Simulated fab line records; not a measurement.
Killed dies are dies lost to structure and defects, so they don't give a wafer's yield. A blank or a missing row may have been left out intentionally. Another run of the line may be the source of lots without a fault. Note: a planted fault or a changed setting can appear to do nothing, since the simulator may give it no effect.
Struck lot and sound lot, side by side -- flow sky130 -- 18 out of 708 route steps
Sound: these wafers, L540.3, L540.4, L540.6. The struck wafers were L550.1, L550.2, L550.4. At the end, the cause is stated.
For every step that has rows: the tool of each side, followed by ch and its chambers, followed by its first start. Under that, the readings that differ: sound wafers -- struck wafers -- difference of the means -- sigmas: that difference in standard deviations of wafers without a fault.
alike: words and numbers the same on both sides, and readings whose means are apart by under 2 such deviations; not compared: readings that were withheld, readings missing a value for some wafer, numbers with overlapping values and no deviation given by the record, and bounds like >300 which may hide the same value.
The two part at a step that has a row with sigmas, a row that says differs or no value, or rows on one side only. When numbers do not overlap yet have no deviation, they are printed without sigmas and do not part them. Lack of a reading on every wafer of one side parts them only where that side has two or more wafers.

first, 5 steps without rows for these wafers: SKY_VIA4_COAT_06 (resist thk 1140 nm); SKY_VIA4_SOFTBAKE_07 (time 60 s); SKY_VIA4_EXPOSE_08 (exposes mask VIM4, target cd 800 nm); SKY_VIA4_PEB_09; SKY_VIA4_DEVELOP_10 (develop time 60 s).
SKY_VIA4_OVL_MEAS_11:
  sound on overlay-01 at day 45 15:21; struck on overlay-02 at day 48 00:28
  alike: VIA4_OVL
SKY_VIA4_ETCH_12: etches SiO2 in C4F8/O2/Ar, stops on TiN, target depth 580 nm.
  sound on rie diel-04 ch 0,3, day 45 15:23; struck on rie diel-04 ch 0,1,3, day 48 00:31
  alike: oes product au
SKY_VIA4_STRIP_13: strips in O2/N2.
  sound on plasma asher-02 ch 0,1, day 45 15:29; struck on plasma asher-03 ch 0,1, day 48 00:35
  alike: drypump motor current A, oes product au, strip time to endpoint s
  not compared: rf hours counter h
then, 3 steps without rows for these wafers: SKY_VIA4_STRIP_14 (strips in post etch residue remover, time 1200 s); SKY_VIA4_CLEAN_15 (cleans in IPA, time 180 s); SKY_VIA4_CLEAN_16 (cleans in O3/DIW).
SKY_VIA4_SPUTTER_17: material TiN, target thk 20 nm, time 80 s.
  sound on pvd sputter-03 at day 45 16:03; struck on pvd sputter-03 at day 48 01:11
  alike: throttle valve pct
SKY_VIA4_CVD_18: deposits W, target thk 505 nm, time 152.14 s.
  sound on cvd w-01 ch 0,1, day 45 16:10; struck on cvd w-01 ch 0,1, day 48 01:34
  alike: heater power w
SKY_VIA4_RS_MEAS_19: a four-point-probe measurement.
  sound on film metro-02 at day 45 16:18; struck on film metro-02 at day 48 01:43
reading,sound,struck,difference,sigmas
VIA4_W_RS (ohm/sq),0.2291 0.2303 0.2325,0.1125 0.1140 0.1143,-0.1170,-53
SKY_VIA4_THK_MEAS_20: measures by xrf.
  sound on film metro-02 at day 45 16:24; struck on film metro-02 at day 48 01:56
reading,sound,struck,difference,sigmas
VIA4_W_THK (nm),499 495 492,- - -,no value on the struck wafers,
SKY_VIA4_CMP_21: polishes, stops on SiO2, t overpolish 25 s, target thk 0 nm.
  sound on cmp-01 ch 0,1,2, day 45 16:29; struck on cmp-02 ch 0,1,3, day 48 02:00
reading,sound,struck,difference,sigmas
time to endpoint s (s),114 113 114,243 246 244,+131,+27
  alike: motor current A, overpolish run s
SKY_METAL5_SPUTTER_00: material Ti, target thk 15 nm, time 10 s.
  sound on pvd sputter-01 at day 45 16:44; struck on pvd sputter-03 at day 48 02:18
  alike: throttle valve pct
-- the record jumps here: 2 days lie between the struck wafers' starts before and after (it left off in module METAL5 and takes up again in module PAD_OPEN, whose first step shown is number 708 of the route) --
SKY_PAD_OPEN_PROBE_99:
  rows exist in the record for the struck wafers here (prober-01, day 50 10:20), but not for the sound ones

## WHERE THEY PART
Earliest at SKY_VIA4_RS_MEAS_19; latest, in this record, at SKY_PAD_OPEN_PROBE_99.

WHY: what had been put in by the simulator
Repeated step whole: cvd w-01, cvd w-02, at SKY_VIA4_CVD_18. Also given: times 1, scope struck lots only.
